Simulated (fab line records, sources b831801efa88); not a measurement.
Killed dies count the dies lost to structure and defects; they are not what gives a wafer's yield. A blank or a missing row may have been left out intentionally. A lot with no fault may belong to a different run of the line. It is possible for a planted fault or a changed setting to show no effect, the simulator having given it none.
fab line records    flow sky130
[record] lots = 6  wafers = 16  lastDay = 50
route steps=708 shown VIA4@651 METAL5@661 PAD_OPEN@708
lots that met no fault: from a run of the same line without faults
startH: the number of hours between the record's first day and the start of the first shown wafer of the lot    waitH: how many hours have passed since the lot's step before this one    " unchanged from the row above    L1.1+2: one row covering several wafers at once    - no value present, or no start provided    * or withheld: withheld    < > ~ a bound
route shown NAME@n: names a module that has steps shown in the file, with the first one's number in the route    usual: mean and standard deviation over wafers with no fault    same: alike in all rows    chamber/n: place in a boat    sites: readings site by site    _std_site: standard deviation across them    _edge_site: outer sites' mean less inner sites'    radiusMm: how far each site lies from the wafer's centre    mask NAME#n: copy n    behind: the last tool/chamber to shape the wafer    hold: reason for holding the lot/hours on hold/outcome of the hold    device: whichever transistor did not switch (one of n, p or np)    end of line: tests of these same wafers at the route's end    a step without rows: its recipe alone    killed: not the wafer's yield, but the dies lost to structure and defects at the first sort    map: a wafer's dies, marking killed ones x, the rest . and places with no die _
set.NAME: the setting as run; set.NAME@STEP: as run at that earlier step    model.NAME: the simulator's own value behind a step, which no gauge read
a table for each step, a row for each wafer; lots at some steps of the route
services: the hour from which a tool's chamber was out of use, counted from the record's first day as startH (under 0 if before that day), plus the number of hours and why
[[steps]]
[step SKY_VIA4_ETCH_12]
[recipe] target = SiO2  chemistry = C4F8/O2/Ar  stopOn = TiN  maskMaterial = NOVOLAK  sourceW = 1500  biasW = 1200  pressureMtorr = 40  c4f8FlowSccm = withheld  O2_flow_sccm = 6  Ar_flow_sccm = 300  timeS = withheld  targetDepthA = 5800
[usual] oesProductAu = 0.926/0.0048
lot.wafer  tool        chamber  startH   waitH  oesProductAu
L400.2     rieDiel-02  0        996.53   0.0    0.934
L400.3     "           3        "        "      0.934
L400.4     "           2        "        "      0.931
L403.1     rieDiel-02  2        1021.59  0.0    0.927
L403.3     "           3        "        "      0.930
L403.4     "           0        "        "      0.926
L414.1     rieDiel-02  3        1094.85  0.0    0.918
L414.5     "           3        "        "      0.917
L413.2     rieDiel-04  0        1095.98  0.0    0.929
L413.4     "           3        "        "      0.923
L420.1     rieDiel-01  3        1130.33  0.0    0.925
L420.4     "           1        "        "      0.923
L420.6     "           2        "        "      0.931
L423.1     rieDiel-04  2        1143.45  0.0    0.929
L423.3     "           3        "        "      0.922
L423.6     "           3        "        "      0.920
[step SKY_VIA4_STRIP_13]
[recipe] chemistry = O2/N2  powerW = 1400  pressureMtorr = 1500  platenTempC = withheld  o2FlowSccm = 3000  n2FlowSccm = 300  overashFraction = 0.5
[step SKY_VIA4_STRIP_14]
[recipe] chemistry = postEtchResidueRemover  timeS = 1200  tempC = 72.5
[step SKY_VIA4_CLEAN_15]
[recipe] chemistry = IPA  timeS = 180  tempC = 25
[step SKY_VIA4_CLEAN_16]
[recipe] chemistry = O3/DIW  dry = n2Spin
[step SKY_VIA4_SPUTTER_17]
[recipe] material = TiN  targetThkNm = 20  chamberPressurePa = 5  powerW = 4000  timeS = 80
[step SKY_VIA4_CVD_18]
[recipe] material = W  targetThkNm = 505  timeS = 152.14  tempC = 400  pressureTorr = 40
[usual] chamberPressureTorr = 39.99/0.075  heaterPowerW = 886/110  susceptorTempC = 400.02/0.23
lot.wafer  tool     chamber  startH   waitH  chamberPressureTorr  heaterPowerW  susceptorTempC
L400.2     cvdW-01  1        997.26   0.0    40.10                694           400.13
L400.3     "        0        "        "      40.02                908           399.96
L400.4     "        1        "        "      40.03                723           399.97
L403.1     cvdW-01  0        1022.72  0.0    40.00                910           399.68
L403.3     "        0        "        "      39.96                900           399.85
L403.4     "        1        "        "      40.06                705           400.10
L414.1     cvdW-01  1        1096.07  0.0    39.95                735           400.15
L414.5     "        0        "        "      40.00                910           400.09
L413.2     cvdW-01  0        1096.79  0.0    39.95                917           399.57
L413.4     "        0        "        "      40.08                917           399.60
L420.1     cvdW-02  1        1131.06  0.0    40.03                835           399.94
L420.4     "        0        "        "      39.96                1021          400.24
L420.6     "        0        "        "      39.95                1051          400.13
L423.1     cvdW-02  1        1144.18  0.0    40.10                839           400.07
L423.3     "        0        "        "      40.03                1030          400.07
L423.6     "        1        "        "      40.02                835           399.90
[step SKY_VIA4_RS_MEAS_19]
[recipe] thkMeasGauge = four-point-probe  reads = W_of_VIA4_CVD_18+TiN_of_VIA4_SPUTTER_17
[usual] VIA4_W_RS = 0.2281/0.0027
lot.wafer  tool          chamber  startH   waitH  VIA4_W_RS[ohm/sq]
L400.2     filmMetro-02  -        997.43   0.1    0.2282
L400.3     "             -        "        "      0.2212
L400.4     "             -        "        "      0.2293
L403.1     filmMetro-03  -        1022.87  0.1    0.2226
L403.3     "             -        "        "      0.2218
L403.4     "             -        "        "      0.2289
L414.1     filmMetro-03  -        1096.22  0.1    0.2319
L414.5     "             -        "        "      0.2245
L413.2     filmMetro-03  -        1096.96  0.1    0.2271
L413.4     "             -        "        "      0.2274
L420.1     filmMetro-01  -        1131.21  0.1    0.2293
L420.4     "             -        "        "      0.2293
L420.6     "             -        "        "      0.2303
L423.1     filmMetro-03  -        1144.33  0.1    0.2265
L423.3     "             -        "        "      0.2266
L423.6     "             -        "        "      0.2270
[step SKY_VIA4_THK_MEAS_20]
[recipe] thkMeasGauge = xrf  reads = W_of_VIA4_CVD_18
[usual] VIA4_W_THK = 493/10
lot.wafer  tool          chamber  startH   waitH  VIA4_W_THK[nm]
L400.2     filmMetro-02  -        997.54   0.1    511
L400.3     "             -        "        "      526
L400.4     "             -        "        "      510
L403.1     filmMetro-03  -        1022.99  0.1    496
L403.3     "             -        "        "      497
L403.4     "             -        "        "      483
L414.1     filmMetro-03  -        1096.34  0.1    478
L414.5     "             -        "        "      495
L413.2     filmMetro-03  -        1097.07  0.1    490
L413.4     "             -        "        "      489
L420.1     filmMetro-01  -        1131.33  0.1    486
L420.4     "             -        "        "      488
L420.6     "             -        "        "      483
L423.1     filmMetro-03  -        1144.45  0.1    495
L423.3     "             -        "        "      495
L423.6     "             -        "        "      490
[step SKY_VIA4_CMP_21]
[recipe] stopOn = SiO2  tOverpolishS = 25  downForcePsi = 3.5  platenRpm = 60  targetThkNm = 0  padVelocityMS = 0.94248
[usual] motorCurrentA = 10.6/1.3  overpolishRunS = 24.999/0.0097  slurryFilterDpKPa = 13.49/0.14  timeToEndpointS = 122/4.1
lot.wafer  tool    chamber  startH   waitH  motorCurrentA  overpolishRunS  slurryFilterDpKPa  timeToEndpointS
L400.2     cmp-01  3        997.59   0.0    10.2           25.014          13.67              122
L400.4     "       0        "        "      8.5            24.994          13.42              121
L400.3     "       1        "        "      11.6           25.005          13.67              127
L403.4     cmp-02  3        1023.05  0.0    10.9           24.991          13.39              126
L403.1     "       0        "        "      13.0           24.994          13.36              127
L403.3     "       1        "        "      10.6           24.994          13.39              125
L414.1     cmp-01  0        1097.03  0.7    8.9            25.006          13.46              122
L414.5     "       3        "        "      10.0           24.997          13.53              119
L413.4     cmp-01  3        1097.93  0.8    10.7           24.994          13.57              125
L413.2     "       0        "        "      8.9            24.988          13.49              128
L420.4     cmp-02  1        1131.39  0.0    10.5           25.000          13.46              116
L420.1     "       2        "        "      10.6           25.004          13.71              118
L420.6     "       2        "        "      10.2           24.985          13.51              119
L423.3     cmp-01  2        1144.51  0.0    10.0           24.998          13.36              119
L423.1     "       0        "        "      8.7            24.975          13.52              131
L423.6     "       2        "        "      9.8            24.997          13.40              125
[step SKY_METAL5_SPUTTER_00]
[recipe] material = Ti  targetThkNm = 15  powerW = 3000  timeS = 10  chamberPressurePa = 0.4
[step SKY_METAL5_SPUTTER_01]
[recipe] material = TiN  targetThkNm = 20  powerW = 6500  timeS = 16.7  chamberPressurePa = 0.4
[step SKY_METAL5_SPUTTER_02]
[recipe] material = AlCu  targetThkNm = 1150  powerW = 10600  timeS = 61.2  chamberPressurePa = 0.4
[usual] throttleValvePct = 30.0/0.64
lot.wafer  tool           chamber  startH   waitH  throttleValvePct  model.AlCu_of_METAL5_SPUTTER_02.thkNm
L400.2     pvdSputter-01  -        997.94   0.0    30.0              1151
L400.3     "              -        "        "      30.5              1153
L400.4     "              -        "        "      30.0              1142
L403.1     pvdSputter-02  -        1023.40  0.0    29.3              1162
L403.3     "              -        "        "      29.9              1169
L403.4     "              -        "        "      29.7              1171
L414.1     pvdSputter-02  -        1097.32  0.0    29.6              1675
L414.5     "              -        "        "      29.4              1164
L413.2     pvdSputter-02  -        1098.22  0.0    30.0              1657
L413.4     "              -        "        "      30.2              1141
L420.1     pvdSputter-01  -        1131.74  0.0    29.3              1182
L420.4     "              -        "        "      29.9              1183
L420.6     "              -        "        "      30.4              1181
L423.1     pvdSputter-04  -        1144.86  0.0    29.6              1136
L423.3     "              -        "        "      29.6              1144
L423.6     "              -        "        "      31.0              1137
[step SKY_METAL5_SPUTTER_03]
[recipe] material = Ti  targetThkNm = 5  powerW = 3000  timeS = 3.3  chamberPressurePa = 0.4
[step SKY_METAL5_SPUTTER_04]
[recipe] material = TiN  targetThkNm = 70  powerW = 6500  timeS = 58.3  chamberPressurePa = 0.4
[usual] throttleValvePct = 30.0/0.66
lot.wafer  tool           chamber  startH   waitH  throttleValvePct
L400.2     pvdSputter-01  -        998.01   0.0    30.2
L400.3     "              -        "        "      30.2
L400.4     "              -        "        "      30.2
L403.1     pvdSputter-02  -        1023.48  0.0    29.5
L403.3     "              -        "        "      30.0
L403.4     "              -        "        "      30.0
L414.1     pvdSputter-02  -        1097.39  0.0    29.4
L414.5     "              -        "        "      29.3
L413.2     pvdSputter-02  -        1098.29  0.0    30.1
L413.4     "              -        "        "      30.0
L420.1     pvdSputter-01  -        1131.81  0.0    29.1
L420.4     "              -        "        "      30.2
L420.6     "              -        "        "      30.1
L423.1     pvdSputter-04  -        1144.92  0.0    29.6
L423.3     "              -        "        "      29.2
L423.6     "              -        "        "      31.3
[step SKY_METAL5_RS_MEAS_05]
[recipe] thkMeasGauge = four-point-probe  reads = TiN_of_METAL5_SPUTTER_04+Ti_of_METAL5_SPUTTER_03+AlCu_of_METAL5_SPUTTER_02+TiN_of_METAL5_SPUTTER_01+Ti_of_METAL5_SPUTTER_00
[usual] METAL5_ALCU_RS = 0.0270/0.00034
lot.wafer  tool          chamber  startH   waitH  METAL5_ALCU_RS[ohm/sq]
L400.2     filmMetro-04  -        998.08   0.0    0.0270
L400.3     "             -        "        "      0.0270
L400.4     "             -        "        "      0.0273
L403.1     filmMetro-01  -        1023.53  0.0    0.0267
L403.3     "             -        "        "      0.0266
L403.4     "             -        "        "      0.0265
L414.1     filmMetro-01  -        1097.44  0.0    0.0185
L414.5     "             -        "        "      0.0267
L413.2     filmMetro-01  -        1098.36  0.0    0.0187
L413.4     "             -        "        "      0.0272
L420.1     filmMetro-04  -        1131.86  0.0    0.0263
L420.4     "             -        "        "      0.0263
L420.6     "             -        "        "      0.0263
L423.1     filmMetro-01  -        1144.97  0.0    0.0273
L423.3     "             -        "        "      0.0272
L423.6     "             -        "        "      0.0274
[step SKY_METAL5_THK_MEAS_06]
[recipe] thkMeasGauge = xrf  reads = AlCu_of_METAL5_SPUTTER_02
[usual] METAL5_ALCU_THK = 1166/18
lot.wafer  tool          chamber  startH   waitH  METAL5_ALCU_THK[nm]
L400.2     filmMetro-04  -        998.19   0.1    1156
L400.3     "             -        "        "      1157
L400.4     "             -        "        "      1147
L403.1     filmMetro-01  -        1023.65  0.1    1176
L403.3     "             -        "        "      1185
L403.4     "             -        "        "      1183
L414.1     filmMetro-01  -        1097.56  0.1    1703
L414.5     "             -        "        "      1172
L413.2     filmMetro-01  -        1098.47  0.1    1683
L413.4     "             -        "        "      1150
L420.1     filmMetro-04  -        1131.98  0.1    1195
L420.4     "             -        "        "      1204
L420.6     "             -        "        "      1205
L423.1     filmMetro-01  -        1145.09  0.1    1147
L423.3     "             -        "        "      1157
L423.6     "             -        "        "      1151
[step SKY_METAL5_DEHYDRATE_07]
[recipe] tempC = 200  timeS = 60
[step SKY_METAL5_HMDS_08]
[recipe] primeTimeS = 60  primeTempC = 120
[step SKY_METAL5_COAT_09]
[recipe] resist = NOVOLAK  spinRpm = 3000  resistThkNm = 1800
[step SKY_METAL5_SOFTBAKE_10]
[recipe] tempC = 90  timeS = 60  resist = NOVOLAK
[step SKY_METAL5_EXPOSE_11]
[recipe] maskId = MM5  na = 0.6  sourceShape = conventional  sigmaOuter = 0.6  polarization = unpolarized  targetCdNm = 1600  doseMj = 190
[step SKY_METAL5_PEB_12]
[recipe] tempC = withheld  timeS = *  resist = NOVOLAK
[step SKY_METAL5_DEVELOP_13]
[recipe] resist = NOVOLAK  developer = TMAH  developTimeS = 60  devTempC = 23
[step SKY_METAL5_DESCUM_14]
[recipe] chemistry = O2  sourcePowerW = 150  biasPowerW = 0  pressureMtorr = 10  tempC = 40  timeS = 11
[usual] drypumpMotorCurrentA = 5.8/0.56  oesProductAu = 1.003/0.0065
lot.wafer  tool         chamber  startH   waitH  drypumpMotorCurrentA  oesProductAu  rfHoursCounterH
L400.2     rieMetal-02  0        1020.79  0.1    5.4                   0.997         18
L400.3     "            0        "        "      5.3                   1.004         -
L400.4     "            1        "        "      6.5                   0.987         -
L403.1     rieMetal-02  0        1046.26  0.1    5.4                   0.997         20
L403.3     "            1        "        "      6.5                   1.001         -
L403.4     "            0        "        "      5.3                   0.997         -
L414.1     rieMetal-03  0        1116.91  0.1    6.2                   1.003         5
L414.5     "            0        "        "      6.2                   1.012         -
L413.2     rieMetal-04  0        1117.84  0.1    6.1                   1.013         22
L413.4     "            0        "        "      6.1                   1.001         -
L420.1     rieMetal-04  1        1149.90  0.1    5.2                   1.009         13
L420.4     "            0        "        "      6.1                   1.009         -
L420.6     "            0        "        "      6.1                   1.000         -
L423.1     rieMetal-04  0        1162.75  0.1    6.1                   1.015         26
L423.3     "            1        "        "      5.2                   1.010         -
L423.6     "            0        "        "      6.1                   1.009         -
[step SKY_METAL5_METAL_ETCH_15]
[recipe] targetDepthA = 12600  stopOn = SiO2  overEtchFrac = 0.2  timeS = 252  chemistry = Cl2/BCl3  resistSidewallDeg = 86  pressureMtorr = 10  icpW = 900  biasW = 48.5  Cl2_flow_sccm = 60  bcl3FlowSccm = 30
[usual] bcl3FlowSccm = 29.99/0.087  drypumpMotorCurrentA = 5.8/0.55  oesProductAu = 0.893/0.0048  throttleValvePct = 22.264/0.0089
lot.wafer  tool         chamber  startH   waitH  bcl3FlowSccm  drypumpMotorCurrentA  oesProductAu  rfHoursCounterH  throttleValvePct
L400.2     rieMetal-02  0        1020.83  0.0    30.17         5.3                   0.890         18               22.276
L400.3     "            0        "        "      29.95         5.4                   0.897         -                22.272
L400.4     "            1        "        "      30.01         6.4                   0.897         -                22.279
L403.1     rieMetal-02  0        1046.30  0.0    30.02         5.3                   0.892         20               22.258
L403.3     "            1        "        "      30.08         6.5                   0.888         -                22.270
L403.4     "            0        "        "      30.07         5.3                   0.893         -                22.256
L414.1     rieMetal-03  0        1116.95  0.0    30.10         6.2                   1.006         5                22.268
L414.5     "            0        "        "      30.03         6.2                   0.888         -                22.267
L413.2     rieMetal-04  0        1117.88  0.0    29.88         6.0                   1.011         22               22.267
L413.4     "            0        "        "      30.03         6.1                   0.887         -                22.266
L420.1     rieMetal-04  1        1149.93  0.0    30.02         5.2                   0.891         13               22.262
L420.4     "            0        "        "      30.16         6.1                   0.891         -                22.271
L420.6     "            0        "        "      30.00         6.1                   0.894         -                22.250
L423.1     rieMetal-04  0        1162.78  0.0    29.99         6.0                   0.892         26               22.249
L423.3     "            1        "        "      29.96         5.2                   0.892         -                22.277
L423.6     "            0        "        "      30.13         6.0                   0.906         -                22.270
[step SKY_METAL5_STRIP_16]
[recipe] chemistry = O2/N2  powerW = 1400  pressureMtorr = 1500  platenTempC = withheld  o2FlowSccm = 3000  n2FlowSccm = 300  overashFraction = 0.5
[step SKY_PAD_OPEN_PROBE_99]
[usual] defectLimitedYield = 82.2/1.9  killed_at_M0_to_M3 = 45/7.3  killed_at_M4_up = 3.1/1.7  killedAtContacts = 25/5.1  killedAtFrontEnd = 15/4.5  killedAtOther = 0.3/0.56  killedDies = 88/9.4  killedOnRim = 17/4.3  killedOpen = 47/6.6  killedShort = 40/6.9  sort_bin_3_pad_short = 0.9/0.46  sort_bin_5_function = 10.5/1.5  sort_bin_6_memory = 6.4/1.1  sortNPass = 404/9.4  sortYieldPct = 82.2/1.9
[same] grossDies = 492  killedAtBackSide = 0  sort_bin_4_leakage[%] = 0  sort_bin_8_speed[%] = 0
lot.wafer  tool       chamber  startH   waitH  defectLimitedYield[%]  killed_at_M0_to_M3  killed_at_M4_up  killedAtContacts  killedAtFrontEnd  killedAtOther  killedDies  killedOnRim  killedOpen  killedShort  sort_bin_3_pad_short[%]  sort_bin_5_function[%]  sort_bin_6_memory[%]  sortNPass  sortYieldPct[%]
L414.1     prober-02  -        1157.57  0.1    0                      41                  415              20                15                1              492         96           42          37           0.6                      93.9                    5.5                   0          0
L414.5     prober-02  -        1157.77  0.2    83.5                   44                  5                23                9                 0              81          25           50          31           0.6                      10.0                    5.9                   411        83.5
L413.2     prober-01  -        1157.90  0.1    0                      43                  409              17                23                0              492         96           43          42           0.8                      91.9                    7.3                   0          0
// killed by level:class
L414.1 METAL5:areaEtch=413 CONTACT:geometricParticle:open=8 VIA1:geometricParticle:open=7 METAL2:geometricParticle:short=7 VIA2:geometricParticle:open=7 METAL1:geometricParticle:short=5 POLY_GATE:geometricParticle:open=4 LI_CONTACT:geometricParticle:short=4
L414.5 CONTACT:geometricParticle:open=10 LI_CONTACT:geometricParticle:open=8 VIA1:geometricParticle:open=8 VIA2:geometricParticle:open=8 METAL1:geometricParticle:short=5 VIA1:geometricParticle:short=5 POLY_GATE:geometricParticle:open=4 METAL2:geometricParticle:short=4
L413.2 METAL5:areaEtch=407 VIA1:geometricParticle:open=10 VIA1:geometricParticle:short=6 LI_CONTACT:geometricParticle:open=6 FIELD_ISO:geometricParticle:open=5 METAL3:geometricParticle:short=5 POLY_GATE:geometricParticle:open=4 POLY_GATE:geometricParticle:short=4
// map L413.2 (x killed, . not)
__________xxxxxxxxxx_________
________xxxxxxxxxxxxxx_______
______xxxxxxxxxxxxxxxxxx_____
_____xxxxxxxxxxxxxxxxxxxx____
____xxxxxxxxxxxxxxxxxxxxxx___
___xxxxxxxxxxxxxxxxxxxxxxxx__
__xxxxxxxxxxxxxxxxxxxxxxxxxx_
_xxxxxxxxxxxxxxxxxxxxxxxxxxxx
_xxxxxxxxxxxxxxxxxxxxxxxxxxxx
_xxxxxxxxxxxxxxxxxxxxxxxxxxxx
_xxxxxxxxxxxxxxxxxxxxxxxxxxxx
_xxxxxxxxxxxxxxxxxxxxxxxxxxxx
_xxxxxxxxxxxxxxxxxxxxxxxxxxxx
_xxxxxxxxxxxxxxxxxxxxxxxxxxxx
_xxxxxxxxxxxxxxxxxxxxxxxxxxxx
__xxxxxxxxxxxxxxxxxxxxxxxxxx_
___xxxxxxxxxxxxxxxxxxxxxxxx__
____xxxxxxxxxxxxxxxxxxxxxx___
_____xxxxxxxxxxxxxxxxxxxx____
______xxxxxxxxxxxxxxxxxx_____
________xxxxxxxxxxxxxx_______
__________xxxxxxxxxx_________
// map L414.1 (x killed, . not)
__________xxxxxxxxxx_________
________xxxxxxxxxxxxxx_______
______xxxxxxxxxxxxxxxxxx_____
_____xxxxxxxxxxxxxxxxxxxx____
____xxxxxxxxxxxxxxxxxxxxxx___
___xxxxxxxxxxxxxxxxxxxxxxxx__
__xxxxxxxxxxxxxxxxxxxxxxxxxx_
_xxxxxxxxxxxxxxxxxxxxxxxxxxxx
_xxxxxxxxxxxxxxxxxxxxxxxxxxxx
_xxxxxxxxxxxxxxxxxxxxxxxxxxxx
_xxxxxxxxxxxxxxxxxxxxxxxxxxxx
_xxxxxxxxxxxxxxxxxxxxxxxxxxxx
_xxxxxxxxxxxxxxxxxxxxxxxxxxxx
_xxxxxxxxxxxxxxxxxxxxxxxxxxxx
_xxxxxxxxxxxxxxxxxxxxxxxxxxxx
__xxxxxxxxxxxxxxxxxxxxxxxxxx_
___xxxxxxxxxxxxxxxxxxxxxxxx__
____xxxxxxxxxxxxxxxxxxxxxx___
_____xxxxxxxxxxxxxxxxxxxx____
______xxxxxxxxxxxxxxxxxx_____
________xxxxxxxxxxxxxx_______
__________xxxxxxxxxx_________
[[services]]
tool           chamber  startH   hours  kind
rieDiel-02     1        986.46   4.9    repair
pvdSputter-04  -        986.76   5.1    repair
cmp-01         -        991.48   0.4    repair
rieDiel-02     -        1042.67  1.0    repair
rieDiel-04     -        1050.86  0.7    repair
pvdSputter-02  -        1051.37  2.1    repair
pvdSputter-04  -        1053.12  8.3    repair
cmp-02         -        1054.28  2.1    repair
rieDiel-02     2        1063.57  3.9    repair
cvdW-02        0        1070.42  13.8   repair
rieDiel-02     1        1075.23  7.5    repair
cvdW-02        -        1080.52  2.8    pm
cvdW-02        0        1086.41  4.5    repair
pvdSputter-04  -        1087.42  5.0    repair
rieDiel-04     1        1088.90  59.3   repair
rieDiel-04     2        1089.22  1.9    repair
cmp-02         -        1094.13  4.0    pm
cmp-01         -        1098.49  0.5    repair
rieDiel-02     3        1107.62  25.2   repair
cmp-01         -        1111.06  5.4    pm
pvdSputter-04  -        1116.87  4.3    repair
cvdW-01        -        1138.50  2.6    repair
cmp-02         -        1144.38  8.1    pm
rieMetal-03    -        1159.09  0.9    repair
[[key]]
[firstSign] step = SKY_METAL5_RS_MEAS_05  reading = METAL5_ALCU_RS  direction = down  sigmas = 24  usual = 0.0270  struck = 0.0186
[effect] step = SKY_METAL5_THK_MEAS_06  reading = METAL5_ALCU_THK  direction = up  sigmas = 29  usual = 1166  struck = 1693
[effect] step = SKY_METAL5_METAL_ETCH_15  reading = oesProductAu  direction = up  sigmas = 24  usual = 0.893  struck = 1.008
[effect] step = SKY_PAD_OPEN_PROBE_99  reading = killed_at_M4_up  direction = up  sigmas = 99+  usual = 3.1  struck = 412
[modelEffect] step = SKY_METAL5_SPUTTER_02  value = AlCu_of_METAL5_SPUTTER_02.thkNm  without = 1155  struck = 1666
[moreKillsBornAt] SKY_METAL5_METAL_ETCH_15@rieMetal-03 = 413  SKY_METAL5_METAL_ETCH_15@rieMetal-04 = 407
metAt SKY_METAL5_SPUTTER_02
struckWafers L413.2,L414.1
laterRowsLeftOut L413.2,L414.1
onsetBetween 1023.40 1097.32
[fault] kind = processParameterDrift  tool = pvdSputter-02  chamber = -  onsetH = 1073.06  steps = SKY_METAL5_SPUTTER_02  channel = targetThkNm  offset = 510.9  shape = step  endH = 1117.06  scope = struckWafersOnly  actsIn = theseRecipesOnly  stated = 1150
// laterRowsLeftOut: the simulator's readings of these wafers behind a module that went badly wrong aren't trusted and aren't shown, but for the sort
